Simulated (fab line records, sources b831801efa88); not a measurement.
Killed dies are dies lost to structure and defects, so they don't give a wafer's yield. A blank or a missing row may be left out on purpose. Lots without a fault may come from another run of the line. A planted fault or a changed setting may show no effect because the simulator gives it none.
Which tool did it? | flow gf180mcu | 12 lots, 36 wafers sampled, at 1 step of a route of 602

WHAT THE GAUGES READ, wafer by wafer
GF_M1_CD_MEAS_14: target cd 230 nm.
lot  | measured     | on        | cd_nm (nm)
L075 | day 17 06:07 | cd_sem-02 | 229.5 228.6 230.9
L077 | day 18 00:18 | cd_sem-01 | 232.3 232.2 230.7
L079 | day 19 02:03 | cd_sem-01 | 229.7 229.6 229.9
L081 | day 19 19:36 | cd_sem-01 | 230.9 230.8 229.6
L083 | day 20 15:52 | cd_sem-02 | 229.5 228.7 229.8
L085 | day 21 02:42 | cd_sem-01 | 230.6 230.5 231.1
L087 | day 22 02:00 | cd_sem-02 | 230.5 231.0 230.6
L089 | day 22 19:53 | cd_sem-02 | 230.5 231.3 230.3
L091 | day 23 01:59 | cd_sem-01 | 228.1 228.1 228.4
L093 | day 23 16:02 | cd_sem-02 | 230.6 229.8 229.7
L095 | day 24 07:00 | cd_sem-02 | 228.6 228.2 228.3
L097 | day 25 08:49 | cd_sem-02 | 231.1 230.7 230.3

WHICH TOOL RAN EACH LOT (tool, then ch and the chambers of the sampled wafers, then the start)
The record holds no process step before these readings.

THE ANSWER, worked out from the rows above alone
Rule: what is usual is taken from the lots themselves. Put in order of their means at a reading, lots are off if they are a third of the lots or fewer, leave a main group of 4 or more, and stand apart from it by a gap of 3 or more times the standard deviation of the main group's means; of several such gaps the widest counts. A main group whose means are all the same, to the digits that the tables above print for the reading, isn't used. A lot without any number at a reading at which 4 lots or more have one is off too. The other lots that the step has rows for count as sound.
No lot is off at any reading shown: from this, nothing can be told.

WHAT THE SIMULATOR HAD PUT IN
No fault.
